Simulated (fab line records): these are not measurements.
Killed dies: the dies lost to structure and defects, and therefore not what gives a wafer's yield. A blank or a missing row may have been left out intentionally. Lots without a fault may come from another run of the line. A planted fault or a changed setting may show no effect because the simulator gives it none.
Code-filled problem report in 8D (eight disciplines) form :: flow gf180mcu :: the parts of the form that need people (team, actions taken, sign-off) are left out

== 1. THE ISSUE ==
V3_W_RS at GF_V3_RS_MEAS_24 reads a mean of 0.233 ohm/sq on 1 wafer of 1 lot; wafers without a fault read 0.329 ohm/sq with a standard deviation of 0.0049. That is -20 standard deviations from the usual mean.
The step: measures by four-point-probe.
Earliest sighting: wafer L845.5 on film metro-01 at day 27 01:24. Wafers with a number at this step in the record: 32, from 11 lots. Rule for "out", or "out of limits": more than 4 standard deviations from the usual mean. All remaining wafers that have a number are taken as sound.

== 2. WHAT IT IS AND WHAT IT IS NOT ==
question: which readings at this step
is: V3_W_RS
is not: -

question: which lots
is: L845
is not: L831, L832, L833, L834, L835, L837, L840, L841, L852, L853

question: which wafers of those lots
is: L845.5
is not: L845.2

question: read on which gauges
is: film metro-01
is not: film metro-03, film metro-04

question: when
is: from day 27 01:24
is not: up to then (25 sound wafers); but 6 sound wafers of L852, L853 came after

== 3. THE SUSPECTS, EACH WITH WHAT RULES IT OUT ==
Counting: a tool at a process step up to the reading stays a suspect if it ran every lot that is out. Sound lots after the first of them don't rule it out here, since some wafers of a struck lot are sound.
- the gauge at GF_V3_RS_MEAS_24: ruled out. All the wafers that are out were read on film metro-01, but those of them that GF_V3_CMP_26 has rows for are out there too, on other tools.
- cvd w-01 at GF_V3_CVD_23 (deposits W, target thk 350 nm, time 104.9 s): kept. The lot that is out, L845, ran on it at day 27 01:16; the last sound lot it ran before that was L841, at day 25 19:32.
Left after counting: cvd w-01 at GF_V3_CVD_23.

== 4. THE CAUSE (what the simulator had put in) ==
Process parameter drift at GF_V3_CVD_23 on cvd w-01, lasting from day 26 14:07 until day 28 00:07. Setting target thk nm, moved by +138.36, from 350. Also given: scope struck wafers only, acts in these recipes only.
Only this tool survived the counting.

== 5. SEQUENCE OF EFFECTS, ordered by route ==
Rows list readings where the struck wafers' mean (over those with a number) sits beyond 3 standard deviations from the usual. Scope: only readings with a usual standard deviation given in the record; hours: median across lots of the time from each lot's start at the first step in this table that gives one to its start at this step; sigmas: change in usual standard deviations.
hours: 0
step: GF_V3_RS_MEAS_24
reading: V3_W_RS
usual: 0.329 ohm/sq
on struck wafers: 0.233
change: -0.096
sigmas: -20

hours: 0
step: GF_V3_THK_MEAS_25
reading: V3_W_THK
usual: 346 nm
on struck wafers: 499
change: +153
sigmas: +26

hours: 0
step: GF_V3_CMP_26
reading: time to endpoint s
usual: 83 s
on struck wafers: 111
change: +28
sigmas: +5.3
The process steps in it:
- GF_V3_CMP_26: polishes, stops on SiO2, t overpolish 15 s, target thk 0 nm.

== 6. WHAT WOULD HAVE CAUGHT IT SOONER ==
11 hours passed between the start of the fault at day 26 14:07 and the first reading out of limits at a measuring or inspecting step in this record, taken at day 27 01:24.
Tool readings at GF_V3_CVD_23 with a usual standard deviation given in the record: none out on any struck wafer, hence no alarm at a limit of 4 standard deviations on them.
All the lots that are out (1) had begun GF_V3_CVD_23 on cvd w-01 by day 27 01:24. None of them would have been spared by holding the tool at that moment.
